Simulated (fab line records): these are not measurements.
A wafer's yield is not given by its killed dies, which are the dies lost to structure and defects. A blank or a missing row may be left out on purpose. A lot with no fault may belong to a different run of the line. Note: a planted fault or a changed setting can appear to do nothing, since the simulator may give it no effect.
2 desks looking at one fault :: flow sky130 :: only its own numbers are on each desk; what lay behind them is given at the end

FROM THE METROLOGY DESK
Means of the sampled wafers that have a number, per lot and without regard to the tool the lot ran on: this is what the gauges read. Any lot whose mean is over 4 standard deviations away from the usual mean is out of limits and marked OUT; that distance is given in the brackets.
Columns: A = VIA2_HDPCVD_THK at SKY_VIA2_THK_MEAS_01, usual 1183 nm; B = VIA2_W_RS at SKY_VIA2_RS_MEAS_22, usual 0.2540 ohm/sq
lot: L150
first seen here: day 35 23:01
A: 1178
B: 0.2528

lot: L151
first seen here: day 35 23:08
A: 1180
B: 0.2513

lot: L153
first seen here: day 36 12:29
A: 1178
B: 0.2540

lot: L155
first seen here: day 37 17:41
A: 1170
B: 0.2528

lot: L156
first seen here: day 37 18:00
A: 1166
B: 0.2508

lot: L159
first seen here: day 38 15:44
A: 1192
B: 0.2520

lot: L160
first seen here: day 38 16:37
A: 1200
B: 0.2543

lot: L162
first seen here: day 39 05:45
A: 1187
B: 0.2541

lot: L161
first seen here: day 39 07:50
A: 1183
B: 0.2537

lot: L165
first seen here: day 40 02:57
A: 1203
B: 0.2521

lot: L164
first seen here: day 40 05:21
A: 1185
B: 0.2533

lot: L166
first seen here: day 40 08:08
A: 1194
B: 0.2518

lot: L172
first seen here: day 42 10:14
A: 1172
B: 0.2550
Finding of this desk: none of the 13 lots has anything out of limits.

TOOL OWNER'S DESK, pvd sputter-04
The tool's own readings at SKY_METAL3_SPUTTER_04 (material TiN, target thk 70 nm, time 58.3 s): means of the sampled wafers that have a number, for each lot that ran on this tool. Any lot whose mean is over 4 standard deviations away from the usual mean is out of limits and marked OUT; that distance is given in the brackets.
Columns: A = cathode dc power W at SKY_METAL3_SPUTTER_04, usual 6499.9 W; B = throttle valve pct at SKY_METAL3_SPUTTER_04, usual 30.3 %
lot: L150
first seen here: day 36 23:31
A: 6499.7
B: 29.0

lot: L153
first seen here: day 37 15:04
A: 6499.7
B: 30.5

lot: L156
first seen here: day 38 21:40
A: 6500.8
B: 30.0

lot: L162
first seen here: day 40 09:58
A: 6500.9
B: 29.1

lot: L161
first seen here: day 40 11:28
A: 6499.1
B: 29.9

lot: L165
first seen here: day 41 05:08
A: 6631.6 (+99 or more) OUT
B: 29.0
This desk's verdict: out of limits on L165, starting with L165 at day 41 05:08 (cathode dc power W at SKY_METAL3_SPUTTER_04). In limits: L150, L153, L156, L162, L161.

TAKEN TOGETHER
The tool owner's desk had the chance to raise an alarm at day 41 05:08 on L165.
At the metrology desk, nothing out of limits was observed.
The metrology desk has L165 on record, within its limits.
The lots listed all ran SKY_METAL3_SPUTTER_04 on pvd sputter-04.

WHAT THE SIMULATOR HAD PUT IN
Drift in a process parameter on pvd sputter-04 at SKY_METAL3_SPUTTER_04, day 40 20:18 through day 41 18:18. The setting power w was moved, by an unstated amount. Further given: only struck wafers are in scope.
Struck lots among those shown: L165.
Delay in hours, fault start to first out-of-limits reading, by desk: the tool owner's desk at 9.
